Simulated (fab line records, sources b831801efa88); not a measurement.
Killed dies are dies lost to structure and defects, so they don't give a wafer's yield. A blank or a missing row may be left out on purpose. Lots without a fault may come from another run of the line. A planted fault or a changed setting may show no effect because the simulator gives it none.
Chamber matching | flow sky130 | SKY_FIELD_ISO_ETCH_17 on rie_si-01: 4 sister chambers
The step etches Si in HBr/Cl2/O2, target depth 342 nm, time 97.7 s. 14 wafers are shown with their chamber, then 7 later ones without.

WAFERS WITH THEIR CHAMBER
wafer  | chamber | drypump_motor_current_A (A) | run_length_s (s) | oes_product_au (a.u.)
L738.4 | 3       | 6.1                         | 126.4            | 0.988
L738.5 | 0       | 5.8                         | 125.8            | 0.980
L738.6 | 3       | 6.1                         | 126.5            | 0.998
L742.2 | 1       | 5.5                         | 125.7            | 1.000
L742.5 | 2       | 6.7                         | 126.8            | 0.990
L742.6 | 1       | 5.6                         | 126.2            | 1.002
L745.2 | 3       | 6.1                         | 126.7            | 1.000
L745.3 | 2       | 6.7                         | 126.4            | 0.980
L745.5 | 2       | 6.7                         | 126.3            | 0.988
L750.1 | 2       | 6.7                         | 126.7            | 0.995
L750.3 | 1       | 5.6                         | 125.7            | 1.007
L750.5 | 1       | 5.5                         | 125.6            | 0.997
L755.2 | 0       | 5.9                         | 125.8            | 0.991
L755.3 | 2       | 6.7                         | 126.6            | 1.002

SIGNATURES (means of the wafers above)
reading                 | chamber 0 | chamber 1 | chamber 2 | chamber 3 | scatter within a chamber
drypump_motor_current_A | 5.850     | 5.550     | 6.700     | 6.100     | 0.0387
run_length_s            | 125.800   | 125.800   | 126.560   | 126.533   | 0.209
oes_product_au          | 0.98550   | 1.00150   | 0.99100   | 0.99533   | 0.00681
Rule: a wafer's distance from a chamber is the root of the sum, over the readings, of the square of ((its reading less the chamber's mean) divided by the reading's scatter). The wafer belongs to the nearest chamber; if the next one is less than 2 further off, it can't be placed. The scatter: the root of (the sum of the squares of (reading less its chamber's mean) over the shown wafers, divided by (wafers less chambers)).

WAFERS WITHOUT THEIR CHAMBER
wafer  | drypump_motor_current_A (A) | run_length_s (s) | oes_product_au (a.u.)
L755.6 | 6.0                         | 126.9            | 0.994
L757.2 | 5.9                         | 125.4            | 1.003
L757.4 | 6.1                         | 126.5            | 0.990
L757.5 | 5.9                         | 125.6            | 0.983
L759.1 | 6.0                         | 126.3            | 0.974
L759.3 | 5.9                         | 125.7            | 0.981
L759.5 | 5.6                         | 125.6            | 0.982

WHICH CHAMBER EACH WENT THROUGH
wafer  | from the rows above     | in truth
L755.6 | 3                       | 3
L757.2 | 0                       | 0
L757.4 | 3                       | 3
L757.5 | 0                       | 0
L759.1 | can't be placed: 3 or 0 | 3
L759.3 | 0                       | 0
L759.5 | 1                       | 1
Placed correctly: 6 of 7. Can't be placed from these rows: 1 (the true chamber is among the candidates in 1). Placed wrongly: 0.
